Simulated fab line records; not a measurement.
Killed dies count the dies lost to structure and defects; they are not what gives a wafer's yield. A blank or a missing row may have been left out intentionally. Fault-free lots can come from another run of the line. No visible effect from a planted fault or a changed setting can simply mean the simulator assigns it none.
Matching of chambers    flow sfq_line    cmp-02 running SFQ_TRILAYER_I3_CMP_CMP_082: 3 sister chambers
The step polishes SiO2. 14 wafers are shown with their chamber, then 6 later ones without.

== WAFERS WITH THEIR CHAMBER ==
wafer   chamber  motor_current_A (A)  time_to_endpoint_s (s)  retaining_ring_pressure_frac
L689.1  3        9.5                  198                     0.998
L689.2  2        11.0                 219                     0.998
L689.3  1        10.0                 197                     1.001
L693.1  1        9.5                  200                     1.002
L693.2  2        10.6                 208                     0.992
L693.5  1        9.9                  206                     1.004
L694.1  3        9.8                  199                     1.000
L694.3  1        9.9                  201                     1.000
L694.4  2        11.0                 209                     0.993
L695.3  2        10.6                 213                     0.992
L695.1  1        10.2                 201                     0.998
L695.5  2        10.7                 223                     0.991
L708.3  2        10.9                 208                     0.996
L708.4  1        10.1                 205                     0.995

SIGNATURES, as means of the wafers listed above
reading                       chamber 1  chamber 2  chamber 3  scatter within a chamber
motor_current_A               9.933      10.800     9.650      0.217
time_to_endpoint_s            201.67     213.33     198.50     4.84
retaining_ring_pressure_frac  1.00000    0.99367    0.99900    0.00285
Rule: distance of a wafer from a chamber = root of the sum over the readings of ((wafer's reading minus chamber's mean) / reading's scatter) squared. The wafer belongs to the nearest chamber; if the next one is less than 2 further off, it can't be placed. The scatter: the root of (the sum of the squares of (reading less its chamber's mean) over the shown wafers, divided by (wafers less chambers)).

== WAFERS WITHOUT THEIR CHAMBER ==
wafer   motor_current_A (A)  time_to_endpoint_s (s)  retaining_ring_pressure_frac
L708.6  10.4                 212                     0.999
L709.2  9.4                  205                     1.007
L709.1  10.2                 212                     0.992
L709.5  10.3                 216                     1.004
L710.1  10.0                 201                     0.999
L710.3  9.6                  191                     1.008

== WHICH CHAMBER EACH WENT THROUGH ==
wafer   from the rows above           in truth
L708.6  can't be placed: 2 or 1 or 3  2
L709.2  can't be placed: 3 or 1       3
L709.1  can't be placed: 2 or 1 or 3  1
L709.5  can't be placed: 1 or 2 or 3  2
L710.1  can't be placed: 1 or 3       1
L710.3  can't be placed: 3 or 1       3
Correct placement for 0 of the 6. Not placeable from these rows: 6 (in 6, the candidates include the true chamber). Wrongly placed: 0.
